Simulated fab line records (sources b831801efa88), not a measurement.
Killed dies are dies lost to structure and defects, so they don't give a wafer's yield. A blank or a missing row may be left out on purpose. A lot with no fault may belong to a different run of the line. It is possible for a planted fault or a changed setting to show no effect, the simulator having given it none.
A lot that was struck, set against a sound lot    flow sfq-line    24 steps out of a route of 325
Sound: the wafers L218.1, L218.4, L218.5. Wafers L208.1, L208.2, L208.5 were the ones struck. The cause comes at the end.
Order at every step that has rows: each side's tool, ch and its chambers, its first start. Under that, the readings that differ: sound wafers    struck wafers    difference of the means    sigmas: that difference in standard deviations of wafers without a fault.
alike: same words and numbers on both sides, and readings whose means sit less than 2 such deviations apart. not compared: any withheld reading, any reading some wafer has no value for, any bound like >300 that may hide the same value, and any number with overlapping values for which the record gives no deviation.
The two part at a step that has a row with sigmas, a row that says differs or no value, or rows on one side only. When numbers do not overlap yet have no deviation, they are printed without sigmas and do not part them. A reading that every wafer of one side lacks parts them only if that side has two wafers or more.

first, 6 steps without rows for these wafers: SFQ_TRILAYER_I0_VIA_LITHO_COAT_036 (resist thk 62 nm); SFQ_TRILAYER_I0_VIA_LITHO_COAT_031 (resist thk 650 nm); SFQ_TRILAYER_I0_VIA_LITHO_SOFTBAKE_035; SFQ_TRILAYER_I0_VIA_LITHO_EXPOSE_032 (exposes mask I0, target cd 500 nm); SFQ_TRILAYER_I0_VIA_LITHO_PEB_034 (peb time 60 s); SFQ_TRILAYER_I0_VIA_LITHO_DEVELOP_033 (time 60 s).
SFQ_I0_OVL_MEAS_908:
  struck on overlay-01, day 22 12:33; sound on overlay-02, day 26 09:35
  alike: I0_OVL
SFQ_TRILAYER_I0_VIA_BARC_OPEN_VIA_ETCH_046: etches BARC in O2, target depth 125 nm, time 41.7 s.
  sound on rie-diel-04 ch 0,1,2, day 26 09:37; struck on rie-diel-04 ch 0,1,2, day 22 12:35
  alike: drypump-motor-current-A, oes-product-au
  not compared: rf-hours-counter-h
SFQ_TRILAYER_I0_VIA_ETCH_VIA_ETCH_034: etches SiO2 in CHF3, stops on Nb, target depth 260 nm.
  sound on rie-diel-04 ch 0,1,2, day 26 09:39; struck on rie-diel-04 ch 0,1,2, day 22 12:38
  alike: drypump-motor-current-A, oes-product-au
SFQ_TRILAYER_I0_VIA_STRIP_STRIP_035: strips in O2.
  sound on rie-metal-01 ch 0, day 26 09:46; struck on rie-metal-01 ch 0,1, day 22 12:44
  alike: drypump-motor-current-A, oes-product-au
  not compared: rf-hours-counter-h
then, 2 steps without rows for these wafers: SFQ_TRILAYER_I0_VIA_STRIP_SOLV_CLEAN_036 (cleans in NMP, time 600 s); SFQ_TRILAYER_M1_DEP_PRE_CLEAN_038 (time 22.5 s).
SFQ_TRILAYER_M1_DEP_SPUTTER_037: material Nb, target thk 200 nm, time 133.3 s.
  struck on pvd-sputter-05, day 22 13:32; sound on pvd-sputter-05, day 26 10:34
  no value came back on the struck wafers for base-pressure-pa (Pa), cathode-dc-power-W (W), throttle-valve-pct (%); on the sound wafers base-pressure-pa (Pa) reads 1.37e-06 1.46e-06 1.2e-06
SFQ_M1_RS_MEAS_909: uses a four-point probe to measure.
  struck on film-metro-03, day 22 13:38; sound on film-metro-01, day 26 10:40
reading            sound              struck  difference                     sigmas
M1_NB_RS (ohm/sq)  0.896 0.900 0.904  - - -   no value on the struck wafers  
then, 6 steps without rows for these wafers: SFQ_TRILAYER_M1_LITHO_COAT_044 (resist thk 62 nm); SFQ_TRILAYER_M1_LITHO_COAT_039 (resist thk 600 nm); SFQ_TRILAYER_M1_LITHO_SOFTBAKE_043; SFQ_TRILAYER_M1_LITHO_EXPOSE_040 (exposes mask M1, target cd 500 nm); SFQ_TRILAYER_M1_LITHO_PEB_042 (peb time 60 s); SFQ_TRILAYER_M1_LITHO_DEVELOP_041 (time 60 s).
-- the record jumps here: 6 days lie between the struck wafers' starts before and after --
SFQ_M1_OVL_MEAS_911:
  struck on overlay-02, day 28 07:18; sound on overlay-01, day 32 11:29
  alike: M1_OVL
SFQ_TRILAYER_M1_BARC_OPEN_METAL_ETCH_054: etches BARC in O2, target depth 125 nm, time 41.7 s.
  sound on rie-metal-03 ch 0,1, day 32 11:31; struck on rie-metal-04 ch 0,1, day 28 07:20
  alike: drypump-motor-current-A, oes-product-au
  not compared: rf-hours-counter-h
SFQ_TRILAYER_M1_ETCH_METAL_ETCH_042: etches Nb in Cl2/Ar, stops on SiO2, target depth 240 nm, time 120 s.
  sound on rie-metal-03 ch 0,1, day 32 11:35; struck on rie-metal-04 ch 0,1, day 28 07:24
reading                sound              struck             difference  sigmas
oes-product-au (a.u.)  0.890 0.892 0.881  0.370 0.370 0.374  -0.516      -76
  alike: drypump-motor-current-A
  not compared: rf-hours-counter-h
SFQ_TRILAYER_M1_STRIP_STRIP_043: strips in O2.
  sound on rie-metal-03 ch 0,1, day 32 11:42; struck on rie-metal-04 ch 0,1, day 28 07:31
  alike: drypump-motor-current-A, oes-product-au
  not compared: rf-hours-counter-h

WHERE THEY PART
Last at SFQ_TRILAYER_M1_ETCH_METAL_ETCH_042 as far as this record goes, first at SFQ_TRILAYER_M1_DEP_SPUTTER_037. Later steps at which nothing parts them and some readings are alike: SFQ_TRILAYER_M1_STRIP_STRIP_043.

WHY: whatever the simulator had introduced
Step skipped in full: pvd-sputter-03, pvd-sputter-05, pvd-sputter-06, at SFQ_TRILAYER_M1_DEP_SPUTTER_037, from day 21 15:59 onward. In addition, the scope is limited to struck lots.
